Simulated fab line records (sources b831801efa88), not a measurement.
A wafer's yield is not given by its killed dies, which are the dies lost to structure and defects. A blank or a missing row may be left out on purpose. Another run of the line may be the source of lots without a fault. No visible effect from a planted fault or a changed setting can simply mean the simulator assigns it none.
A lot that was struck, set against a sound lot + flow sky130 + 35 steps out of a route of 708
Sound: these wafers, L109.2, L109.3, L109.5. Wafers struck: L102.2, L102.4, L102.5. The cause is named last.
For every step that has rows: the tool of each side, followed by ch and its chambers, followed by its first start. Under that, the readings that differ: sound wafers + struck wafers + difference of the means + sigmas: that difference in standard deviations of wafers without a fault.
alike: a reading whose means differ by less than 2 such deviations, as well as words and numbers matching on both sides. not compared: withheld readings; readings where some wafer has no value; bounds like >300 that might hide an equal value; numbers whose values overlap and for which the record gives no deviation.
Wherever a step has rows on one side only, a row that says differs or no value, or a row with sigmas, the two part there. Non-overlapping numbers with no deviation appear without sigmas and do not part them. A reading that every wafer of one side lacks parts them only if that side has two wafers or more.

first, 9 steps without rows for these wafers: SKY_METAL3_DESCUM_15 (chemistry O2, time 8 s); SKY_METAL3_ETCH_16 (etches BARC in N2/H2, stops on SiO2, time 88.2 s, target depth 60 nm); SKY_METAL3_ETCH_17 (etches SiO2 in C4F8/O2/Ar, stops on TiN, time 3.9 s, target depth 15 nm); SKY_METAL3_METAL_ETCH_18 (etches the open film in Cl2/BCl3, stops on SiO2, target depth 845 nm, time 183.1 s); SKY_METAL3_STRIP_19 (strips in O2/N2); SKY_METAL3_STRIP_20 (strips in post etch residue remover, time 1200 s); SKY_METAL3_CLEAN_21 (cleans in IPA, time 180 s); SKY_METAL3_CLEAN_22 (cleans in O3/DIW); SKY_VIA3_HDPCVD_00 (deposits SiO2, target thk 1635 nm, time 272.5 s).
SKY_VIA3_CMP_02: polishes SiO2.
  sound on cmp-02 ch 0,1,2, day 43 15:08; struck on cmp-02 ch 0,2,3, day 41 10:00
| reading                                 | sound             | struck            | difference | sigmas |
|-----------------------------------------|-------------------|-------------------|------------|--------|
| model.SiO2_of_VIA3_HDPCVD_00.thkNm (nm) | 465.9 465.4 465.4 | 418.2 418.5 419.7 | -46.8      |        |
  alike: motorCurrentA
then, 9 steps without rows for these wafers: SKY_VIA3_DEHYDRATE_04 (time 60 s); SKY_VIA3_HMDS_05 (prime time 60 s); SKY_VIA3_COAT_06 (resist thk 60 nm); SKY_VIA3_COAT_07 (resist thk 450 nm); SKY_VIA3_SOFTBAKE_08 (time 90 s); SKY_VIA3_EXPOSE_09 (exposes mask VIM3, target cd 200 nm); SKY_VIA3_PEB_10; SKY_VIA3_DEVELOP_11 (develop time 60 s); SKY_VIA3_ETCH_14 (etches BARC in N2/H2, stops on SiO2, time 45.9 s, target depth 60 nm).
SKY_VIA3_ETCH_15: etches SiO2 in C4F8/O2/Ar, stops on TiN, target depth 507 nm, time 78 s.
  sound on rieDiel-01 ch 1,2, day 44 13:50; struck on rieDiel-01 ch 1,3, day 42 09:52
| reading                        | sound             | struck            | difference | sigmas |
|--------------------------------|-------------------|-------------------|------------|--------|
| oesProductAu (a.u.)            | 0.951 0.951 0.944 | 0.890 0.891 0.890 | -0.058     | -11    |
| model.etch.depthNm (nm)        | 465.9 465.4 465.4 | 418.2 418.5 419.7 | -46.8      |        |
| model.VIA3.featureDepthNm (nm) | 465.9 465.4 465.4 | 418.2 418.5 419.7 | -46.8      |        |
  alike: biasW
  not compared: rfHoursCounterH
then, 13 steps without rows for these wafers: SKY_VIA3_STRIP_16 (strips in O2/N2); SKY_VIA3_STRIP_17 (strips in post etch residue remover, time 1200 s); SKY_VIA3_CLEAN_18 (cleans in IPA, time 180 s); SKY_VIA3_CLEAN_19 (cleans in O3/DIW); SKY_VIA3_SPUTTER_20 (material TiN, target thk 20 nm, time 80 s); SKY_VIA3_CVD_21 (deposits W, target thk 390 nm, time 117.31 s); SKY_VIA3_CMP_24 (polishes, stops on SiO2, t overpolish 20 s, target thk 0 nm); SKY_METAL4_SPUTTER_00 (material Ti, target thk 15 nm, time 10 s); SKY_METAL4_SPUTTER_01 (material TiN, target thk 20 nm, time 16.7 s); SKY_METAL4_SPUTTER_02 (material AlCu, target thk 735 nm, time 39.1 s); SKY_METAL4_SPUTTER_03 (material Ti, target thk 5 nm, time 3.3 s); SKY_METAL4_SPUTTER_04 (material TiN, target thk 70 nm, time 58.3 s); SKY_CAP2M_CVD_00 (deposits SiO2, target thk 15.5 nm).
SKY_METAL4_METAL_ETCH_18: etches the open film in Cl2/BCl3, stops on SiO2, target depth 845 nm, time 183.1 s.
  sound on rieMetal-04 ch 0,1, day 46 11:10; struck on rieMetal-01 ch 0, day 44 09:28
| reading                                 | sound             | struck            | difference | sigmas |
|-----------------------------------------|-------------------|-------------------|------------|--------|
| model.SiO2_of_VIA3_HDPCVD_00.thkNm (nm) | 436.3 435.4 434.8 | 388.4 388.8 390.2 | -46.4      |        |
  alike: biasW, drypumpMotorCurrentA, mfcCl2Sccm, oesProductAu, throttleValvePct
  not compared: rfHoursCounterH
following that, these wafers have no rows for 1 step: SKY_PAD_OPEN_PROBE_99.

## WHERE THEY PART
At SKY_VIA3_ETCH_15 and nowhere else, as far as this record goes. Later steps at which nothing parts them and some readings are alike: SKY_METAL4_METAL_ETCH_18.

WHY: what the simulator had put in
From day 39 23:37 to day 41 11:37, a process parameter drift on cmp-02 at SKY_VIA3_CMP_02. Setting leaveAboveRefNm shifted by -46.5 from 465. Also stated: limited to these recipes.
